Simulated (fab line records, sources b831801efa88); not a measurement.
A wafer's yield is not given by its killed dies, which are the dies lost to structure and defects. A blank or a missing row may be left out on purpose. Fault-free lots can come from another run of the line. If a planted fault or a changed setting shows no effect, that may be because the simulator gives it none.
Matching of chambers -- flow gf180mcu -- 4 sister chambers for GF_V5_CMP_04 on cmp-01
The step polishes SiO2. 8 wafers are shown with their chamber, then 7 later ones without.

== WAFERS PAIRED WITH THEIR CHAMBERS ==
wafer,chamber,motorCurrentA (A),edgeZonePressureFrac
L339.6,2,11.1,1.003
L343.2,3,9.9,1.012
L343.4,1,13.3,0.998
L343.6,1,12.7,1.001
L346.2,3,9.8,1.011
L346.4,2,11.6,1.005
L355.2,0,12.8,0.995
L355.5,0,12.8,1.002

== WAFERS WITH NO CHAMBER GIVEN ==
wafer,motorCurrentA (A),edgeZonePressureFrac
L355.6,10.2,1.001
L356.3,10.6,1.000
L356.4,13.6,0.996
L356.6,13.5,0.995
L360.2,10.2,0.994
L360.3,11.3,1.001
L360.4,12.5,0.999

== WHICH CHAMBER EACH WENT THROUGH ==
wafer,from the rows above,in truth
L355.6,can't be placed: 3 or 2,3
L356.3,can't be placed: 2 or 3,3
L356.4,can't be placed: 1 or 0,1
L356.6,can't be placed: 1 or 0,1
L360.2,can't be placed: 2 or 3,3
L360.3,2,2
L360.4,can't be placed: 0 or 1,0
1 of 7 placed correctly. These rows do not allow placing 6 (true chamber among the candidates in 6). Placed wrongly: 0.
How it was worked out, from the rows above alone: a wafer's distance from a chamber is the root of the sum, over the readings, of the square of ((its reading less the chamber's mean) divided by the reading's scatter). The wafer belongs to the nearest chamber; if the next one is less than 2 further off, it can't be placed. The mean given for a chamber averages the wafers shown for that chamber. The scatter: take each reading less its chamber's mean, square it, sum over the shown wafers, divide by the number of wafers less the number of chambers, and take the root.
